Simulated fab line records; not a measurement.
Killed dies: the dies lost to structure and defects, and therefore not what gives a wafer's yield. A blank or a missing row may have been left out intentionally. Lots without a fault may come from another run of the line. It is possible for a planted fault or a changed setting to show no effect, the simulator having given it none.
Which tool did it? / flow sky130 / route of 708 steps, sampled at 1 step: 13 lots, 39 wafers

== WHAT THE GAUGES READ, wafer by wafer ==
SKY_FIELD_ISO_THK_MEAS_25. Usual: for FIELD_ISO_CVD_24_THK the level is 597 nm and the standard deviation is 5.5.
lot=L887; measured=day 2 06:43; on=film-metro-03; FIELD_ISO_CVD_24_THK (nm)=601 596 602; flag=
lot=L888; measured=day 2 13:01; on=film-metro-03; FIELD_ISO_CVD_24_THK (nm)=591 594 601; flag=
lot=L889; measured=day 2 20:38; on=film-metro-02; FIELD_ISO_CVD_24_THK (nm)=598 595 602; flag=
lot=L891; measured=day 3 03:31; on=film-metro-04; FIELD_ISO_CVD_24_THK (nm)=584 590 589; flag=
lot=L900; measured=day 5 03:21; on=film-metro-03; FIELD_ISO_CVD_24_THK (nm)=604 592 596; flag=
lot=L901; measured=day 5 07:22; on=film-metro-03; FIELD_ISO_CVD_24_THK (nm)=600 604 603; flag=
lot=L902; measured=day 5 13:57; on=film-metro-03; FIELD_ISO_CVD_24_THK (nm)=604 598 604; flag=
lot=L903; measured=day 5 18:41; on=film-metro-04; FIELD_ISO_CVD_24_THK (nm)=588 585 592; flag=
lot=L905; measured=day 6 04:21; on=film-metro-04; FIELD_ISO_CVD_24_THK (nm)=598 595 595; flag=
lot=L907; measured=day 6 15:26; on=film-metro-04; FIELD_ISO_CVD_24_THK (nm)=605 592 602; flag=
lot=L908; measured=day 6 22:14; on=film-metro-04; FIELD_ISO_CVD_24_THK (nm)=605 601 604; flag=
lot=L909; measured=day 7 03:47; on=film-metro-03; FIELD_ISO_CVD_24_THK (nm)=605 607 609; flag=
lot=L910; measured=day 7 14:53; on=film-metro-02; FIELD_ISO_CVD_24_THK (nm)=588 588 586; flag=

== WHAT TOOL EACH LOT RAN ON (gives the tool, then ch and the chambers of the sampled wafers, and finally the start) ==
There is no process step in the record ahead of these readings.

== AS READ BY THE TOOLS THEMSELVES (means over the sampled wafers that have a number; for cases with no such wafer, the mark the record gives instead) ==
The record holds no such reading with a usual standard deviation.

== THE ANSWER, worked out from the rows above alone ==
Rule: lot off if the mean of its wafers having a number is beyond 3 standard deviations from the usual mean. Also off: a lot with no number at a reading for which 4 or more lots have one. Any other lot the step has rows for is counted as sound. After the gauges, taken in route order, come the tools' own readings; for these a lot's mean is taken, as printed above. The first step at which some lot is off is used, and at that step the reading that is off furthest; a lot without a number counts as furthest.
None of the lots is off at any reading shown; this tells nothing.

== WHAT HAD BEEN PUT IN BY THE SIMULATOR ==
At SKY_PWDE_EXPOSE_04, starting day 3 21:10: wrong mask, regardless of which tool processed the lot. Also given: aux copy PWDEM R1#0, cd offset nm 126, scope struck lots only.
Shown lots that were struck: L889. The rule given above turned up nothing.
